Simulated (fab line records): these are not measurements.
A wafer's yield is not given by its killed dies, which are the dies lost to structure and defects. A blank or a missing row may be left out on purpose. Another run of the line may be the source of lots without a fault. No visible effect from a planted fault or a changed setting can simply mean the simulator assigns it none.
Which of the tools did it? :: flow sky130 :: Sampling: 13 lots, 39 wafers, 5 of 708 route steps

WHAT THE GAUGES SHOWED, per wafer
SKY_POLY_GATE_THK_MEAS_21.
lot: L186
measured: day 17 21:15
on: film-metro-03
POLY_GATE_OXIDATION_THK (nm): 3.89 4.11 3.95

lot: L188
measured: day 17 21:16
on: film-metro-04
POLY_GATE_OXIDATION_THK (nm): 3.88 3.89 3.84

lot: L190
measured: day 18 15:10
on: film-metro-04
POLY_GATE_OXIDATION_THK (nm): 3.80 3.86 3.87

lot: L191
measured: day 19 02:47
on: film-metro-01
POLY_GATE_OXIDATION_THK (nm): 3.93 4.00 3.94

lot: L192
measured: day 19 07:28
on: film-metro-01
POLY_GATE_OXIDATION_THK (nm): 4.05 4.00 3.99

lot: L194
measured: day 19 12:04
on: film-metro-04
POLY_GATE_OXIDATION_THK (nm): 3.90 4.01 3.91

lot: L193
measured: day 19 13:52
on: film-metro-03
POLY_GATE_OXIDATION_THK (nm): 4.01 3.97 3.96

lot: L201
measured: day 21 23:29
on: film-metro-04
POLY_GATE_OXIDATION_THK (nm): 3.91 3.94 3.96

lot: L204
measured: day 23 05:01
on: film-metro-03
POLY_GATE_OXIDATION_THK (nm): 4.10 4.23 4.12

lot: L205
measured: day 23 10:55
on: film-metro-03
POLY_GATE_OXIDATION_THK (nm): 3.79 3.85 3.89

lot: L206
measured: day 23 22:46
on: film-metro-01
POLY_GATE_OXIDATION_THK (nm): 4.14 4.22 4.11

lot: L209
measured: day 24 15:28
on: film-metro-03
POLY_GATE_OXIDATION_THK (nm): 3.89 3.92 3.84

lot: L208
measured: day 24 17:20
on: film-metro-04
POLY_GATE_OXIDATION_THK (nm): 4.17 4.08 4.11

SKY_LDD_HVP_TW_MEAS_10.
lot: L186
measured: day 23 02:38
on: film-metro-01
LDD_HVP_TW: 453 450 448

lot: L188
measured: day 23 02:57
on: film-metro-03
LDD_HVP_TW: 459 460 461

lot: L190
measured: day 23 20:26
on: film-metro-01
LDD_HVP_TW: 450 449 452

lot: L191
measured: day 24 07:41
on: film-metro-01
LDD_HVP_TW: 452 455 454

lot: L192
measured: day 24 12:11
on: film-metro-01
LDD_HVP_TW: 451 453 454

lot: L194
measured: day 24 15:21
on: film-metro-01
LDD_HVP_TW: 452 453 455

lot: L193
measured: day 24 16:08
on: film-metro-03
LDD_HVP_TW: 464 463 466

lot: L201
measured: day 27 00:07
on: film-metro-03
LDD_HVP_TW: 405 404 406

lot: L204
measured: day 28 04:45
on: film-metro-01
LDD_HVP_TW: 395 394 396

lot: L205
measured: day 28 10:11
on: film-metro-02
LDD_HVP_TW: 454 457 455

lot: L206
measured: day 28 21:11
on: film-metro-01
LDD_HVP_TW: 451 449 449

lot: L209
measured: day 29 13:30
on: film-metro-03
LDD_HVP_TW: 462 461 459

lot: L208
measured: day 29 15:26
on: film-metro-02
LDD_HVP_TW: 456 454 455

SKY_LDD_LDN_TW_MEAS_13.
lot: L186
measured: day 24 09:38
on: film-metro-02
LDD_LDN_TW: 1494 1500 1509

lot: L188
measured: day 24 09:58
on: film-metro-03
LDD_LDN_TW: 1504 1510 1511

lot: L190
measured: day 25 02:23
on: film-metro-03
LDD_LDN_TW: 1490 1489 1496

lot: L191
measured: day 25 13:08
on: film-metro-02
LDD_LDN_TW: 1501 1495 1494

lot: L192
measured: day 25 18:14
on: film-metro-02
LDD_LDN_TW: 1492 1491 1490

lot: L194
measured: day 25 21:09
on: film-metro-02
LDD_LDN_TW: 1503 1494 1492

lot: L193
measured: day 25 21:55
on: film-metro-03
LDD_LDN_TW: 1490 1495 1496

lot: L201
measured: day 28 05:31
on: film-metro-02
LDD_LDN_TW: 1482 1473 1471

lot: L204
measured: day 29 09:30
on: film-metro-02
LDD_LDN_TW: 1481 1482 1467

lot: L205
measured: day 29 14:59
on: film-metro-04
LDD_LDN_TW: 1504 1498 1504

lot: L206
measured: day 30 01:45
on: film-metro-03
LDD_LDN_TW: 1498 1500 1496

lot: L209
measured: day 30 18:19
on: film-metro-02
LDD_LDN_TW: 1472 1479 1477

lot: L208
measured: day 30 20:41
on: film-metro-02
LDD_LDN_TW: 1474 1473 1470

SKY_SD_P_CD_MEAS_07 targets a cd of 380 nm.
lot: L186
measured: day 26 23:23
on: cd-sem-02
cd-nm (nm): 379.4 379.9 379.5

lot: L188
measured: day 26 23:31
on: cd-sem-01
cd-nm (nm): 380.8 382.8 382.0

lot: L190
measured: day 27 14:36
on: cd-sem-01
cd-nm (nm): 377.1 378.2 376.7

lot: L191
measured: day 28 02:01
on: cd-sem-02
cd-nm (nm): 379.6 378.9 377.1

lot: L192
measured: day 28 07:47
on: cd-sem-02
cd-nm (nm): 380.4 380.8 379.7

lot: L194
measured: day 28 11:23
on: cd-sem-02
cd-nm (nm): 381.0 382.3 380.8

lot: L193
measured: day 28 10:46
on: cd-sem-02
cd-nm (nm): 380.4 380.5 379.3

lot: L201
measured: day 30 16:15
on: cd-sem-01
cd-nm (nm): 379.7 380.0 379.2

lot: L204
measured: day 31 18:48
on: cd-sem-02
cd-nm (nm): 379.5 379.5 377.6

lot: L205
measured: day 32 00:01
on: cd-sem-02
cd-nm (nm): 378.3 380.7 378.9

lot: L206
measured: day 32 13:19
on: cd-sem-02
cd-nm (nm): 378.9 379.9 376.2

lot: L209
measured: day 33 03:02
on: cd-sem-02
cd-nm (nm): 378.8 379.3 379.7

lot: L208
measured: day 33 05:31
on: cd-sem-01
cd-nm (nm): 380.5 378.3 381.4

WHAT TOOL EACH LOT RAN ON (gives the tool, then ch and the chambers of the sampled wafers, and finally the start)
lot: L186
SKY_LDD_HVP_IMPLANT_08: implanter-04 ch 0, day 23 02:23

lot: L188
SKY_LDD_HVP_IMPLANT_08: implanter-02 ch 0, day 23 02:43

lot: L190
SKY_LDD_HVP_IMPLANT_08: implanter-04 ch 0, day 23 20:11

lot: L191
SKY_LDD_HVP_IMPLANT_08: implanter-04 ch 0, day 24 07:26

lot: L192
SKY_LDD_HVP_IMPLANT_08: implanter-04 ch 0, day 24 11:56

lot: L194
SKY_LDD_HVP_IMPLANT_08: implanter-03 ch 0, day 24 15:06

lot: L193
SKY_LDD_HVP_IMPLANT_08: implanter-03 ch 0, day 24 15:55

lot: L201
SKY_LDD_HVP_IMPLANT_08: implanter-03 ch 0, day 26 23:52

lot: L204
SKY_LDD_HVP_IMPLANT_08: implanter-03 ch 0, day 28 04:30

lot: L205
SKY_LDD_HVP_IMPLANT_08: implanter-02 ch 0, day 28 09:56

lot: L206
SKY_LDD_HVP_IMPLANT_08: implanter-02 ch 0, day 28 20:56

lot: L209
SKY_LDD_HVP_IMPLANT_08: implanter-02 ch 0, day 29 13:16

lot: L208
SKY_LDD_HVP_IMPLANT_08: implanter-02 ch 0, day 29 15:11
- SKY_LDD_HVP_IMPLANT_08

WHAT THE TOOLS THEMSELVES READ (means of the sampled wafers that have a number; where no wafer has one, the mark that the record gives instead)
SKY_LDD_HVP_IMPLANT_08.
lot: L186
tool: implanter-04
dose-ions-cm2: 1.6995e+13
faraday-current-uA: 95.7

lot: L188
tool: implanter-02
dose-ions-cm2: 1.7001e+13
faraday-current-uA: 95.2

lot: L190
tool: implanter-04
dose-ions-cm2: 1.6978e+13
faraday-current-uA: 97.1

lot: L191
tool: implanter-04
dose-ions-cm2: 1.7004e+13
faraday-current-uA: 96.6

lot: L192
tool: implanter-04
dose-ions-cm2: 1.7002e+13
faraday-current-uA: 95.9

lot: L194
tool: implanter-03
dose-ions-cm2: 1.7010e+13
faraday-current-uA: 97.7

lot: L193
tool: implanter-03
dose-ions-cm2: 1.6993e+13
faraday-current-uA: 95.1

lot: L201
tool: implanter-03
dose-ions-cm2: 1.1071e+13
faraday-current-uA: 62.5

lot: L204
tool: implanter-03
dose-ions-cm2: 1.1080e+13
faraday-current-uA: 62.4

lot: L205
tool: implanter-02
dose-ions-cm2: 1.7015e+13
faraday-current-uA: 95.4

lot: L206
tool: implanter-02
dose-ions-cm2: 1.7005e+13
faraday-current-uA: 93.6

lot: L209
tool: implanter-02
dose-ions-cm2: 1.7004e+13
faraday-current-uA: 97.3

lot: L208
tool: implanter-02
dose-ions-cm2: 1.6991e+13
faraday-current-uA: 96.7

THE ANSWER, worked out from the rows above alone
Rule: the usual values come from the lots themselves. Put in order of their means at a reading, lots are off if they are a third of the lots or fewer, leave a main group of 4 or more, and stand apart from it by a gap of 3 or more times the standard deviation of the main group's means; of several such gaps the widest counts. Not used: any main group whose means are identical at the precision the tables above print for the reading. Also off: a lot with no number at a reading for which 4 or more lots have one. Where the step has rows for the other lots, those lots are counted as sound. Order of review: gauges by route order, followed by the tools' own readings, for which a lot's mean as printed above is used. At the first step where some lot is off, the reading lying furthest off is the one used; lots without a number count as furthest.
Off: L201, L204, seen at SKY_LDD_HVP_TW_MEAS_10 (LDD_HVP_TW). Mean 455 and standard deviation 4.5 in the main group.
A tool fits if, at a process step before that reading, it ran every lot that is off, and no sound lot after the first of them. The gauges at SKY_LDD_HVP_TW_MEAS_10 aren't tried: what is off there is off at SKY_LDD_HVP_IMPLANT_08 too, on other tools, and a gauge's error can't cause that. One fits: implanter-03 at SKY_LDD_HVP_IMPLANT_08. A fault onset in the window from L193 (day 24 15:55, its last sound lot) to L201 (day 26 23:52, its first lot off) fits.
The tool's own readings at SKY_LDD_HVP_IMPLANT_08 bear it out: on the lots that are off they differ by more than 5 times the standard deviation of the sound lots' means. dose-ions-cm2 reads 1.1076e+13 there against 1.7000e+13 on the sound lots; faraday-current-uA reads 62.5 there against 96.0 on the sound lots.

WHAT THE SIMULATOR HAD PUT IN
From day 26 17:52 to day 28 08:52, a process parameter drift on implanter-03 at SKY_LDD_HVP_IMPLANT_08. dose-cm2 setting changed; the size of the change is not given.
Lots struck among those shown: L201, L204. The same result came from the rule above.
